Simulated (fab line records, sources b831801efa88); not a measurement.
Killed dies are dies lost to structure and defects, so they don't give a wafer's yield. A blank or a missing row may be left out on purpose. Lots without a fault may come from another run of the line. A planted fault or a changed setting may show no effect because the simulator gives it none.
fab line records | flow sky130 | part 1 of 2: steps 1 to 27 of 38
record lots=5 wafers=15 last_day=50
route steps=708 shown POLY_GATE@222 LDD_N@237 LDD_P@255
lots that met no fault: from a run of the same line without faults
start_h: hours from the record's first day to the start of the lot's first wafer shown | wait_h: hours since the lot's step before | " the same as in the row above | L1.1+2: a row that stands for several wafers | - no value, or no start given | * or withheld: withheld | < > ~ a bound
route shown NAME@n: a module of which the file shows steps, and the number in the route of the first | usual: mean/standard deviation of fault-free wafers | same: alike in all rows | chamber/n: place in a boat | sites: the reading at each site | _std_site: their standard deviation | _edge_site: outer sites' mean less inner sites' | radius_mm: how far each site lies from the wafer's centre | mask NAME#n: copy n | behind: the tool/chamber that last shaped the wafer | hold: why the lot was held/for how many hours/how that ended | device: the transistor (n, p or np) that didn't switch | end of line: the same wafers' tests at the end of the route | a step without rows: its recipe alone | killed: dies lost to structure and defects at the first sort, not the wafer's yield | map: a wafer's dies, x killed, . not, _ none there
set.NAME: the setting as run; set.NAME@STEP: as run at that earlier step | model.NAME: the simulator's own value behind a step, which no gauge read
lots at some steps of the route; a table a step, a row a wafer
services: from which hour (start_h, from the record's first day; less than 0 if before it) a tool's chamber was out of use, for how many hours, and why
## steps
# step SKY_POLY_GATE_COAT_08
# recipe resist=KrF-thick spin_rpm=3000 resist_thk_nm=450
# columns lot.wafer tool chamber start_h wait_h
L076.2+3+4 litho_track-03 0 - -
L081.2+3+4 litho_track-02 0 - -
L082.1+4+6 litho_track-03 0 - -
L091.2+5+6 litho_track-02 0 - -
L097.1+4+6 litho_track-01 0 - -
# step SKY_POLY_GATE_SOFTBAKE_09
# recipe temp_c=100 time_s=90 resist=KrF-thick
# columns lot.wafer tool chamber start_h wait_h
L076.2+3+4 litho_track-03 0 - -
L081.2+3+4 litho_track-02 0 - -
L082.1+4+6 litho_track-03 0 - -
L091.2+5+6 litho_track-02 0 - -
L097.1+4+6 litho_track-01 0 - -
# step SKY_POLY_GATE_EXPOSE_10
# recipe mask_id=P1M na=0.68 source_shape=conventional sigma_outer=0.6 target_cd_nm=150 dose_mj=28
# columns lot.wafer tool chamber start_h wait_h mask
L076.2+3+4 krf_scanner-02 0 - - P1M#0
L081.2+3+4 krf_scanner-02 0 - - P1M#0
L082.1+4+6 krf_scanner-02 0 - - P1M#0
L091.2+5+6 krf_scanner-02 0 - - P1M#0
L097.1+4+6 krf_scanner-01 0 - - P1M#0
# step SKY_POLY_GATE_PEB_11
# recipe peb_temp_c=withheld peb_time_s=withheld resist=KrF-thick
# columns lot.wafer tool chamber start_h wait_h
L076.2+3+4 litho_track-03 0 - -
L081.2+3+4 litho_track-03 0 - -
L082.1+4+6 litho_track-02 0 - -
L091.2+5+6 litho_track-01 0 - -
L097.1+4+6 litho_track-01 0 - -
# step SKY_POLY_GATE_DEVELOP_12
# recipe develop_time_s=60 resist=KrF-thick dev_temp_c=21
# columns lot.wafer tool chamber start_h wait_h
L076.2+3+4 litho_track-03 0 - -
L081.2+3+4 litho_track-03 0 - -
L082.1+4+6 litho_track-02 0 - -
L091.2+5+6 litho_track-01 0 - -
L097.1+4+6 litho_track-01 0 - -
# step SKY_POLY_GATE_CD_MEAS_13
# recipe target_cd_nm=150
# usual cd_nm=149.5/1.3
# columns lot.wafer tool chamber start_h wait_h cd_nm
L076.2 cd_sem-02 - 384.14 - 150.1
L076.3 " - " " 149.6
L076.4 " - " " 150.8
L081.2 cd_sem-02 - 437.50 - 152.1
L081.3 " - " " 151.8
L081.4 " - " " 151.5
L082.1 cd_sem-01 - 446.81 - 148.7
L082.4 " - " " 148.5
L082.6 " - " " 148.1
L091.2 cd_sem-02 - 524.63 - 149.4
L091.5 " - " " 148.7
L091.6 " - " " 148.7
L097.1 cd_sem-01 - 569.61 - 149.8
L097.4 " - " " 148.7
L097.6 " - " " 150.7
# step SKY_POLY_GATE_OVL_MEAS_14
# usual POLY_GATE_OVL=-3/5.5
# columns lot.wafer tool chamber start_h wait_h POLY_GATE_OVL[nm]
L076.2 overlay-01 - 384.25 0.1 -1
L076.3 " - " " -5
L076.4 " - " " -3
L081.2 overlay-02 - 437.60 0.1 2
L081.3 " - " " 1
L081.4 " - " " 3
L082.1 overlay-01 - 446.93 0.1 -1
L082.4 " - " " -2
L082.6 " - " " -9
L091.2 overlay-02 - 524.74 0.1 4
L091.5 " - " " -1
L091.6 " - " " 2
L097.1 overlay-02 - 569.73 0.1 0
L097.4 " - " " 0
L097.6 " - " " 4
# step SKY_POLY_GATE_ETCH_15
# recipe chemistry=N2/H2 target=BARC ion_energy_ev=200 source_w=500 bias_w=100 pressure_mtorr=30 n2_flow_sccm=100 h2_flow_sccm=200 stop_on=SiO2 time_s=118.5 target_depth_a=1100
# usual drypump_motor_current_A=5.7/0.52 oes_product_au=0.717/0.0045 rf_fwd_power_W=497.3/1.5 throttle_valve_pct=13.213/0.0097
# columns lot.wafer tool chamber start_h wait_h drypump_motor_current_A oes_product_au rf_fwd_power_W rf_hours_counter_h throttle_valve_pct
L076.2 rie_diel-02 3 384.28 0.0 5.7 0.722 497.7 15 13.211
L076.3 " 2 " " 5.3 0.715 498.2 9 13.204
L076.4 " 1 " " 5.9 0.715 498.6 10 13.226
L081.2 rie_diel-02 3 437.63 0.0 5.7 0.710 497.0 16 13.205
L081.3 " 2 " " 5.3 0.717 498.1 10 13.208
L081.4 " 0 " " 5.5 0.724 497.8 6 13.225
L082.1 rie_diel-02 2 446.96 0.0 5.4 0.715 500.3 10 13.226
L082.4 " 2 " " 5.3 0.721 499.4 - 13.221
L082.6 " 0 " " 5.5 0.714 497.4 - 13.220
L091.2 rie_diel-01 0 524.77 0.0 4.9 0.723 496.0 12 13.218
L091.5 " 0 " " 4.9 0.719 497.9 - 13.212
L091.6 " 3 " " 5.6 0.720 496.5 - 13.223
L097.1 rie_diel-01 0 569.77 0.0 4.9 0.711 498.3 13 13.212
L097.4 " 2 " " 6.4 0.719 497.5 - 13.220
L097.6 " 0 " " 4.9 0.719 495.8 - 13.210
# step SKY_POLY_GATE_ETCH_16
# recipe stop_on=poly-Si chemistry=CH3F/O2 target=Si3N4 source_w=400 bias_w=80 pressure_mtorr=25 ch3f_flow_sccm=40 O2_flow_sccm=30 time_s=147.5 target_depth_a=750
# usual O2_flow_sccm=29.99/0.096 drypump_motor_current_A=5.7/0.51 oes_product_au=0.642/0.0046 rf_fwd_power_W=398.2/1.3 throttle_valve_pct=10.535/0.0088
# columns lot.wafer tool chamber start_h wait_h O2_flow_sccm drypump_motor_current_A oes_product_au rf_fwd_power_W rf_hours_counter_h throttle_valve_pct
L076.2 rie_diel-02 3 384.36 0.0 30.11 5.7 0.643 396.1 15 10.527
L076.3 " 2 " " 30.06 5.3 0.641 397.0 9 10.547
L076.4 " 1 " " 30.02 5.9 0.643 399.9 10 10.534
L081.2 rie_diel-02 3 437.71 0.0 30.08 5.7 0.639 397.9 16 10.526
L081.3 " 2 " " 29.95 5.3 0.638 398.1 10 10.537
L081.4 " 0 " " 30.15 5.4 0.642 397.2 6 10.528
L082.1 rie_diel-02 2 447.04 0.0 29.91 5.4 0.640 397.1 11 10.536
L082.4 " 2 " " 29.80 5.3 0.645 397.9 - 10.535
L082.6 " 0 " " 30.05 5.4 0.640 397.5 - 10.541
L091.2 rie_diel-01 0 524.85 0.0 29.92 4.9 0.645 398.3 12 10.536
L091.5 " 0 " " 30.05 4.9 0.641 397.5 - 10.547
L091.6 " 3 " " 29.89 5.6 0.636 398.6 - 10.533
L097.1 rie_diel-01 0 569.85 0.0 29.90 4.9 0.641 399.4 14 10.552
L097.4 " 2 " " 29.98 6.5 0.642 397.8 - 10.530
L097.6 " 0 " " 29.79 4.9 0.646 400.0 - 10.527
# step SKY_POLY_GATE_ETCH_17
# recipe target_depth_nm=180 stop_on=SiO2 over_etch_frac=0.56667 chemistry=HBr/Cl2 target=poly-Si icp_w=400 bias_w=100 pressure_mtorr=10 HBr_flow_sccm=150 Cl2_flow_sccm=50 time_s=70.5
# usual drypump_motor_current_A=5.79/0.22 oes_product_au=0.986/0.0066 rf_fwd_power_W=396.8/1.6 throttle_valve_pct=33.684/0.0092
# columns lot.wafer tool chamber start_h wait_h drypump_motor_current_A oes_product_au rf_fwd_power_W rf_hours_counter_h throttle_valve_pct
L076.2 rie_si-01 3 384.46 0.0 6.09 0.987 398.5 5 33.677
L076.3 " 2 " " 5.71 0.979 396.5 49 33.704
L076.4 " 0 " " 5.95 0.991 395.6 5 33.698
L081.2 rie_si-01 0 437.81 0.0 5.93 0.979 398.9 6 33.683
L081.3 " 1 " " 5.90 0.974 394.1 2 33.668
L081.4 " 3 " " 6.12 0.985 396.8 5 33.684
L082.1 rie_si-02 0 447.14 0.0 5.91 0.978 396.0 0 33.686
L082.4 " 1 " " 5.78 0.981 395.6 - 33.678
L082.6 " 2 " " 5.43 0.986 395.4 - 33.690
L091.2 rie_si-01 1 524.95 0.0 5.93 0.984 397.3 3 33.686
L091.5 " 1 " " 5.88 0.986 397.3 - 33.679
L091.6 " 3 " " 6.14 0.982 397.1 - 33.679
L097.1 rie_si-01 2 569.95 0.0 5.74 0.987 395.7 0 33.691
L097.4 " 3 " " 6.09 0.995 397.5 6 33.676
L097.6 " 0 " " 5.96 0.988 399.4 - 33.672
# step SKY_POLY_GATE_STRIP_18
# recipe chemistry=O2/N2 power_w=1400 pressure_mtorr=1500 platen_temp_c=withheld o2_flow_sccm=3000 n2_flow_sccm=300 overash_fraction=0.5
# usual drypump_motor_current_A=6.1/0.38 o2_flow_sccm=2998/9.2 oes_product_au=0.362/0.0045 strip_time_to_endpoint_s=3.178/0.03
# columns lot.wafer tool chamber start_h wait_h drypump_motor_current_A o2_flow_sccm oes_product_au rf_hours_counter_h strip_time_to_endpoint_s
L076.2 plasma_asher-04 1 384.51 0.0 6.0 2987 0.362 28 3.205
L076.3 " 1 " " 6.0 3000 0.362 - 3.167
L076.4 " 0 " " 5.6 2985 0.364 - 3.211
L081.2 plasma_asher-02 1 437.87 0.0 6.4 2988 0.360 76 3.187
L081.3 " 0 " " 6.6 2999 0.363 - 3.125
L081.4 " 1 " " 6.4 2989 0.361 - 3.164
L082.1 plasma_asher-04 0 447.20 0.0 5.6 2999 0.362 34 3.094
L082.4 " 1 " " 6.0 2990 0.358 - 3.122
L082.6 " 0 " " 5.6 3003 0.357 - 3.141
L091.2 plasma_asher-03 0 525.00 0.0 6.0 3003 0.370 9 3.182
L091.5 " 1 " " 6.3 2994 0.367 - 3.203
L091.6 " 0 " " 5.9 2991 0.361 - 3.177
L097.1 plasma_asher-02 1 570.00 0.0 6.4 3008 0.367 89 3.237
L097.4 " 0 " " 6.6 2986 0.366 - 3.205
L097.6 " 0 " " 6.7 2990 0.362 - 3.223
# step SKY_POLY_GATE_CLEAN_19
# recipe chemistry=SC1/SC2 mix=1:4:20 temp_c=70 time_s=150 dry=n2_spin
# usual temp_c=69.98/0.12
# columns lot.wafer tool chamber start_h wait_h temp_c
L076.2 wet_bench-02 1 384.61 0.1 69.91
L076.3 " 1 " " 69.96
L076.4 " 1 " " 69.94
L081.2 wet_bench-04 1 437.97 0.1 70.03
L081.3 " 1 " " 69.88
L081.4 " 1 " " 69.99
L082.1 wet_bench-04 0 447.30 0.1 69.96
L082.4 " 0 " " 70.02
L082.6 " 0 " " 70.02
L091.2 wet_bench-02 2 525.10 0.1 70.12
L091.5 " 2 " " 70.03
L091.6 " 2 " " 70.03
L097.1 wet_bench-04 3 570.10 0.1 69.95
L097.4 " 3 " " 70.06
L097.6 " 3 " " 69.82
# step SKY_POLY_GATE_OXIDATION_20
# recipe temp_c=850 ambient=O2 stabilise_s=600 purge_s=300 target_thk_a=40 ox_time_s=899
# same ox_time_s=899
# columns lot.wafer tool chamber start_h wait_h
L076.2+3+4 furnace-02 0 385.82 1.2
L081.2+3+4 furnace-02 0 438.02 0.0
L082.1+4+6 furnace-02 0 447.51 0.2
L091.2+5+6 furnace-02 0 525.15 0.0
L097.1+4+6 furnace-02 0 570.15 0.0
# step SKY_POLY_GATE_THK_MEAS_21
# recipe reads=SiO2_of_POLY_GATE_OXIDATION_20
# usual POLY_GATE_OXIDATION_THK=4.01/0.074
# columns lot.wafer tool chamber start_h wait_h POLY_GATE_OXIDATION_THK[nm]
L076.2 film_metro-03 - 387.08 0.0 3.98
L076.3 " - " " 4.03
L076.4 " - " " 3.98
L081.2 film_metro-01 - 439.28 0.0 4.06
L081.3 " - " " 3.93
L081.4 " - " " 3.96
L082.1 film_metro-03 - 448.76 0.0 4.06
L082.4 " - " " 4.00
L082.6 " - " " 3.98
L091.2 film_metro-03 - 526.41 0.0 3.90
L091.5 " - " " 3.91
L091.6 " - " " 3.93
L097.1 film_metro-02 - 571.40 0.0 4.04
L097.4 " - " " 4.00
L097.6 " - " " 4.02
# step SKY_POLY_GATE_CD_MEAS_22
# usual cd_nm=149.9/1.5
# columns lot.wafer tool chamber start_h wait_h cd_nm
L076.2 cd_sem-02 - 387.16 0.1 149.0
L076.3 " - " " 150.3
L076.4 " - " " 150.6
L081.2 cd_sem-02 - 439.36 0.1 152.6
L081.3 " - " " 153.4
L081.4 " - " " 152.4
L082.1 cd_sem-01 - 448.82 0.1 148.1
L082.4 " - " " 147.5
L082.6 " - " " 148.7
L091.2 cd_sem-01 - 526.49 0.1 150.7
L091.5 " - " " 149.0
L091.6 " - " " 149.3
L097.1 cd_sem-01 - 571.46 0.1 148.1
L097.4 " - " " 149.5
L097.6 " - " " 149.3
# step SKY_LDD_N_DEHYDRATE_00
# recipe temp_c=200 time_s=60
# columns lot.wafer tool chamber start_h wait_h
L076.2+3+4 litho_track-01 0 400.99 13.8
L081.2+3+4 litho_track-04 0 454.51 15.1
L082.1+4+6 litho_track-01 0 464.06 15.2
L091.2+5+6 litho_track-02 0 541.28 14.8
L097.1+4+6 litho_track-01 0 585.91 14.4
# step SKY_LDD_N_HMDS_01
# recipe prime_time_s=60 prime_temp_c=120
# columns lot.wafer tool chamber start_h wait_h
L076.2+3+4 litho_track-01 0 401.14 0.1
L081.2+3+4 litho_track-04 0 454.66 0.1
L082.1+4+6 litho_track-01 0 464.21 0.1
L091.2+5+6 litho_track-02 0 541.43 0.1
L097.1+4+6 litho_track-01 0 586.06 0.1
# step SKY_LDD_N_COAT_02
# recipe resist=NOVOLAK spin_rpm=3000 resist_thk_nm=300
# columns lot.wafer tool chamber start_h wait_h
L076.2+3+4 litho_track-01 0 401.29 0.1
L081.2+3+4 litho_track-04 0 454.81 0.1
L082.1+4+6 litho_track-01 0 464.36 0.1
L091.2+5+6 litho_track-02 0 541.58 0.1
L097.1+4+6 litho_track-01 0 586.21 0.1
# step SKY_LDD_N_SOFTBAKE_03
# recipe temp_c=90 time_s=60 resist=NOVOLAK
# columns lot.wafer tool chamber start_h wait_h
L076.2+3+4 litho_track-01 0 401.44 0.1
L081.2+3+4 litho_track-04 0 454.96 0.1
L082.1+4+6 litho_track-01 0 464.51 0.1
L091.2+5+6 litho_track-02 0 541.73 0.1
L097.1+4+6 litho_track-01 0 586.36 0.1
# step SKY_LDD_N_EXPOSE_04
# recipe mask_id=NTM target_cd_nm=840 na=0.6 source_shape=conventional sigma_outer=0.6 dose_mj=110
# columns lot.wafer tool chamber start_h wait_h mask
L076.2+3+4 iline_stepper-02 0 - - NTM#0
L081.2+3+4 iline_stepper-01 0 - - NTM#0
L082.1+4+6 iline_stepper-02 0 - - NTM#0
L091.2+5+6 iline_stepper-02 0 - - NTM#0
L097.1+4+6 iline_stepper-02 0 - - NTM#0
# step SKY_LDD_N_PEB_05
# recipe temp_c=withheld time_s=* resist=NOVOLAK
# columns lot.wafer tool chamber start_h wait_h
L076.2+3+4 litho_track-04 0 - -
L081.2+3+4 litho_track-02 0 - -
L082.1+4+6 litho_track-04 0 - -
L091.2+5+6 litho_track-04 0 - -
L097.1+4+6 litho_track-01 0 - -
# step SKY_LDD_N_DEVELOP_06
# recipe develop_time_s=60 dev_temp_c=23
# columns lot.wafer tool chamber start_h wait_h
L076.2+3+4 litho_track-04 0 416.56 0.1
L081.2+3+4 litho_track-02 0 470.33 0.1
L082.1+4+6 litho_track-04 0 479.94 0.1
L091.2+5+6 litho_track-04 0 556.26 0.1
L097.1+4+6 litho_track-01 0 599.81 0.1
# step SKY_LDD_N_OVL_MEAS_07
# usual LDD_N_OVL=-0.5/1.4
# columns lot.wafer tool chamber start_h wait_h LDD_N_OVL[nm]
L076.2 overlay-02 - 416.69 0.1 -1.5
L076.3 " - " " -2.1
L076.4 " - " " 0.0
L081.2 overlay-02 - 470.46 0.1 -1.6
L081.3 " - " " -1.8
L081.4 " - " " -1.2
L082.1 overlay-02 - 480.09 0.1 0.7
L082.4 " - " " -2.6
L082.6 " - " " -3.1
L091.2 overlay-02 - 556.39 0.1 -0.9
L091.5 " - " " -1.2
L091.6 " - " " -1.5
L097.1 overlay-02 - 599.96 0.1 -0.4
L097.4 " - " " -0.6
L097.6 " - " " -0.6
# step SKY_LDD_N_IMPLANT_08
# recipe species=As energy_kev=20 dose_cm2=7.5e+13 tilt_deg=withheld rotation_deg=23
# usual end_station_pressure_torr=5.37e-06/2.8e-07 faraday_current_uA=423/8.5
# columns lot.wafer tool chamber start_h wait_h end_station_pressure_torr faraday_current_uA
L076.2 implanter-04 0 416.75 0.0 5.27e-06 434
L076.3 " 0 " " 5.46e-06 421
L076.4 " 0 " " 5.91e-06 433
L081.2 implanter-02 0 470.52 0.0 5.5e-06 427
L081.3 " 0 " " 5.7e-06 423
L081.4 " 0 " " 5.22e-06 413
L082.1 implanter-04 0 480.12 0.0 5.55e-06 428
L082.4 " 0 " " 5.35e-06 420
L082.6 " 0 " " 5.51e-06 419
L091.2 implanter-04 0 556.45 0.0 5.73e-06 412
L091.5 " 0 " " 5.19e-06 409
L091.6 " 0 " " 5.55e-06 429
L097.1 implanter-03 0 600.00 0.0 5.74e-06 420
L097.4 " 0 " " 5.43e-06 414
L097.6 " 0 " " 5.23e-06 424
# step SKY_LDD_N_IMPLANT_09
# recipe species=As energy_kev=20 dose_cm2=7.5e+13 tilt_deg=withheld rotation_deg=113
# usual end_station_pressure_torr=5.34e-06/2.6e-07 faraday_current_uA=423/8.9
# columns lot.wafer tool chamber start_h wait_h end_station_pressure_torr faraday_current_uA
L076.2 implanter-04 0 416.90 0.1 5.3e-06 419
L076.3 " 0 " " 4.94e-06 423
L076.4 " 0 " " 5.52e-06 423
L081.2 implanter-02 0 470.67 0.1 5.01e-06 414
L081.3 " 0 " " 5.56e-06 421
L081.4 " 0 " " 5.14e-06 425
L082.1 implanter-04 0 480.27 0.1 5.28e-06 414
L082.4 " 0 " " 5.43e-06 414
L082.6 " 0 " " 5.34e-06 434
L091.2 implanter-04 0 556.60 0.1 5.52e-06 403
L091.5 " 0 " " 5.49e-06 425
L091.6 " 0 " " 5.3e-06 436
L097.1 implanter-03 0 600.15 0.1 5.26e-06 415
L097.4 " 0 " " 5.01e-06 414
L097.6 " 0 " " 5.3e-06 419
# step SKY_LDD_N_IMPLANT_10
# recipe species=As energy_kev=20 dose_cm2=7.5e+13 tilt_deg=withheld rotation_deg=203
# usual end_station_pressure_torr=5.33e-06/2.5e-07 faraday_current_uA=422/8.4
# columns lot.wafer tool chamber start_h wait_h end_station_pressure_torr faraday_current_uA
L076.2 implanter-04 0 417.05 0.1 5.17e-06 420
L076.3 " 0 " " 5.07e-06 437
L076.4 " 0 " " 5.25e-06 409
L081.2 implanter-02 0 470.82 0.1 5.61e-06 431
L081.3 " 0 " " 5.33e-06 405
L081.4 " 0 " " 5.31e-06 425
L082.1 implanter-04 0 480.42 0.1 5.21e-06 424
L082.4 " 0 " " 5.57e-06 407
L082.6 " 0 " " 4.92e-06 416
L091.2 implanter-04 0 556.75 0.1 4.9e-06 421
L091.5 " 0 " " 5.31e-06 418
L091.6 " 0 " " 5.54e-06 419
L097.1 implanter-03 0 600.30 0.1 5.34e-06 430
L097.4 " 0 " " 5.53e-06 428
L097.6 " 0 " " 5.07e-06 419
# step SKY_LDD_N_IMPLANT_11
# recipe species=As energy_kev=20 dose_cm2=7.5e+13 tilt_deg=withheld rotation_deg=293
# usual end_station_pressure_torr=5.35e-06/2.7e-07 faraday_current_uA=423/8.2
# columns lot.wafer tool chamber start_h wait_h end_station_pressure_torr faraday_current_uA
L076.2 implanter-04 0 417.20 0.1 5.34e-06 423
L076.3 " 0 " " 5.19e-06 407
L076.4 " 0 " " 4.9e-06 425
L081.2 implanter-02 0 470.97 0.1 5.48e-06 430
L081.3 " 0 " " 5.32e-06 424
L081.4 " 0 " " 5.64e-06 432
L082.1 implanter-04 0 480.57 0.1 5.57e-06 418
L082.4 " 0 " " 5.59e-06 439
L082.6 " 0 " " 5.56e-06 444
L091.2 implanter-04 0 556.90 0.1 5.67e-06 418
L091.5 " 0 " " 5.29e-06 405
L091.6 " 0 " " 6.18e-06 428
L097.1 implanter-03 0 600.45 0.1 5e-06 425
L097.4 " 0 " " 4.97e-06 440
L097.6 " 0 " " 5.25e-06 434
